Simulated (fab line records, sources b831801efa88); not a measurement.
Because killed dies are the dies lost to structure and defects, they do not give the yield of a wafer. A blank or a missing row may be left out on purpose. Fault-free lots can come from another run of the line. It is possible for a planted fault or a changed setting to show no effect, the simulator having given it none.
Split-lot study :: flow sky130 :: 23 wafers read from 5 lots, route of 708 steps

== ABOUT THE SPLIT ==
At SKY_VT_ADJUST_NCORE_DEVELOP_06 (develop time 60 s), the setting develop-time-s was moved away from the recipe's 60 s on 9 of the 23 wafers read, by -10.3% to +14.7%. For the rest of the wafers, this setting stayed at what the recipe calls for.

Between the split and the reading, the file records no step.

== THE READING ==
At SKY_VT_ADJUST_NCORE_CD_MEAS_07: cd-nm in nanometres, against a target cd of 380 nm. Fault-free wafers of this fab line usually give 380 nm, standard deviation 3.3 nm.

wafer: L076.1
tool, chamber at the split: litho-track-02, 0
develop-time-s as run, s: 60
against the recipe: recipe
cd-nm, nm: 385
against lot-mates on the recipe: -

wafer: L076.2
tool, chamber at the split: litho-track-02, 0
develop-time-s as run, s: 60
against the recipe: recipe
cd-nm, nm: 384
against lot-mates on the recipe: -

wafer: L076.3
tool, chamber at the split: litho-track-02, 0
develop-time-s as run, s: 68.81
against the recipe: +14.7%
cd-nm, nm: 402
against lot-mates on the recipe: +17

wafer: L076.5
tool, chamber at the split: litho-track-02, 0
develop-time-s as run, s: 60
against the recipe: recipe
cd-nm, nm: 386
against lot-mates on the recipe: -

wafer: L076.6
tool, chamber at the split: litho-track-02, 0
develop-time-s as run, s: 68.81
against the recipe: +14.7%
cd-nm, nm: 399
against lot-mates on the recipe: +14

wafer: L080.1
tool, chamber at the split: litho-track-04, 0
develop-time-s as run, s: 63.58
against the recipe: +6.0%
cd-nm, nm: 384
against lot-mates on the recipe: +4

wafer: L080.3
tool, chamber at the split: litho-track-04, 0
develop-time-s as run, s: 60
against the recipe: recipe
cd-nm, nm: 379
against lot-mates on the recipe: -

wafer: L080.4
tool, chamber at the split: litho-track-04, 0
develop-time-s as run, s: 63.58
against the recipe: +6.0%
cd-nm, nm: 388
against lot-mates on the recipe: +8

wafer: L080.5
tool, chamber at the split: litho-track-04, 0
develop-time-s as run, s: 60
against the recipe: recipe
cd-nm, nm: 378
against lot-mates on the recipe: -

wafer: L080.6
tool, chamber at the split: litho-track-04, 0
develop-time-s as run, s: 60
against the recipe: recipe
cd-nm, nm: 384
against lot-mates on the recipe: -

wafer: L082.1
tool, chamber at the split: litho-track-02, 0
develop-time-s as run, s: 60
against the recipe: recipe
cd-nm, nm: 377
against lot-mates on the recipe: -

wafer: L082.2
tool, chamber at the split: litho-track-02, 0
develop-time-s as run, s: 65.81
against the recipe: +9.7%
cd-nm, nm: 387
against lot-mates on the recipe: +7

wafer: L082.3
tool, chamber at the split: litho-track-02, 0
develop-time-s as run, s: 60
against the recipe: recipe
cd-nm, nm: 382
against lot-mates on the recipe: -

wafer: L082.5
tool, chamber at the split: litho-track-02, 0
develop-time-s as run, s: 60
against the recipe: recipe
cd-nm, nm: 380
against lot-mates on the recipe: -

wafer: L082.6
tool, chamber at the split: litho-track-02, 0
develop-time-s as run, s: 65.81
against the recipe: +9.7%
cd-nm, nm: 389
against lot-mates on the recipe: +9

wafer: L083.4
tool, chamber at the split: litho-track-03, 0
develop-time-s as run, s: 60
against the recipe: recipe
cd-nm, nm: 380
against lot-mates on the recipe: -

wafer: L083.5
tool, chamber at the split: litho-track-03, 0
develop-time-s as run, s: 60
against the recipe: recipe
cd-nm, nm: 379
against lot-mates on the recipe: -

wafer: L083.6
tool, chamber at the split: litho-track-03, 0
develop-time-s as run, s: 60
against the recipe: recipe
cd-nm, nm: 381
against lot-mates on the recipe: -

wafer: L085.2
tool, chamber at the split: litho-track-02, 0
develop-time-s as run, s: 53.82
against the recipe: -10.3%
cd-nm, nm: 371
against lot-mates on the recipe: -11

wafer: L085.3
tool, chamber at the split: litho-track-02, 0
develop-time-s as run, s: 53.82
against the recipe: -10.3%
cd-nm, nm: 371
against lot-mates on the recipe: -11

wafer: L085.4
tool, chamber at the split: litho-track-02, 0
develop-time-s as run, s: 53.82
against the recipe: -10.3%
cd-nm, nm: 373
against lot-mates on the recipe: -9

wafer: L085.5
tool, chamber at the split: litho-track-02, 0
develop-time-s as run, s: 60
against the recipe: recipe
cd-nm, nm: 384
against lot-mates on the recipe: -

wafer: L085.6
tool, chamber at the split: litho-track-02, 0
develop-time-s as run, s: 60
against the recipe: recipe
cd-nm, nm: 380
against lot-mates on the recipe: -

FIT RESULTS
A straight line over all 23 wafers: cd-nm changes by +1.04 nm for each +1% of develop-time-s; r = +0.92; the points scatter about the line by 2.9 nm.
The same after taking each lot's own level away (the mean of its wafers on the recipe; 23 wafers): +0.997 nm for each +1%; r = +0.97; scatter 1.8 nm.
On that fit, the largest move of develop-time-s shifts the reading by 15 nm.
Across the lots, their own levels run from 379.7 to 385.0 nm, a range of 1.6 times the standard deviation given above.
The two slopes are in agreement: the lot-to-lot level therefore moves the slope only a little.
Check: +13.9 nm against its lot-mates is what the line predicts for one of the wafers moved furthest among these (+14.7%) when that wafer is left out of the fit. Against them it came out at +17 nm.

== FILE'S OWN FIT ==
cd-nm changes by +0.988 nm for each +1% of develop-time-s, r = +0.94.
